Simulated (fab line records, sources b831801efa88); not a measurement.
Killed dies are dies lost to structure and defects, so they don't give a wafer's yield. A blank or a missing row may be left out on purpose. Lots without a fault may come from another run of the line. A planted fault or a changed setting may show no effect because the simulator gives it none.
Chamber matching | flow sky130 | SKY_VIA1_CMP_24 on cmp-02: 4 sister chambers
The step polishes, stops on SiO2, t overpolish 15 s, target thk 0 nm. 4 wafers are shown with their chamber, then 10 later ones without.

WAFERS WITH THEIR CHAMBER
wafer  | chamber | motor_current_A (A)
L088.1 | 3       | 11.2
L088.2 | 1       | 11.2
L090.2 | 2       | 11.6
L090.3 | 0       | 10.4

WAFERS WITHOUT THEIR CHAMBER
wafer  | motor_current_A (A)
L090.5 | 11.3
L093.1 | 11.0
L093.2 | 11.2
L093.4 | 11.2
L094.2 | 10.5
L094.3 | 10.7
L094.6 | 10.8
L096.1 | 11.0
L096.2 | 11.3
L096.4 | 11.0

WHICH CHAMBER EACH WENT THROUGH
wafer  | from the rows above          | in truth
L090.5 | can't be placed: 1 or 3 or 2 | 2
L093.1 | can't be placed: 1 or 3      | 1
L093.2 | can't be placed: 1 or 3      | 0
L093.4 | can't be placed: 1 or 3      | 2
L094.2 | 0                            | 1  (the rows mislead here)
L094.3 | can't be placed: 0 or 1 or 3 | 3
L094.6 | can't be placed: 1 or 3 or 0 | 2
L096.1 | can't be placed: 1 or 3      | 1
L096.2 | can't be placed: 1 or 3 or 2 | 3
L096.4 | can't be placed: 1 or 3      | 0
Placed correctly: 0 of 10. Can't be placed from these rows: 9 (the true chamber is among the candidates in 5). Placed wrongly: 1.
How it was worked out, from the rows above alone: a wafer's distance from a chamber is the root of the sum, over the readings, of the square of ((its reading less the chamber's mean) divided by the reading's scatter). The wafer belongs to the nearest chamber; if the next one is less than 2 further off, it can't be placed. A chamber's mean is the mean of its shown wafers. The scatter: with one shown wafer a chamber, the root of the mean of the squares of how far each hidden wafer lies from its nearest shown one.
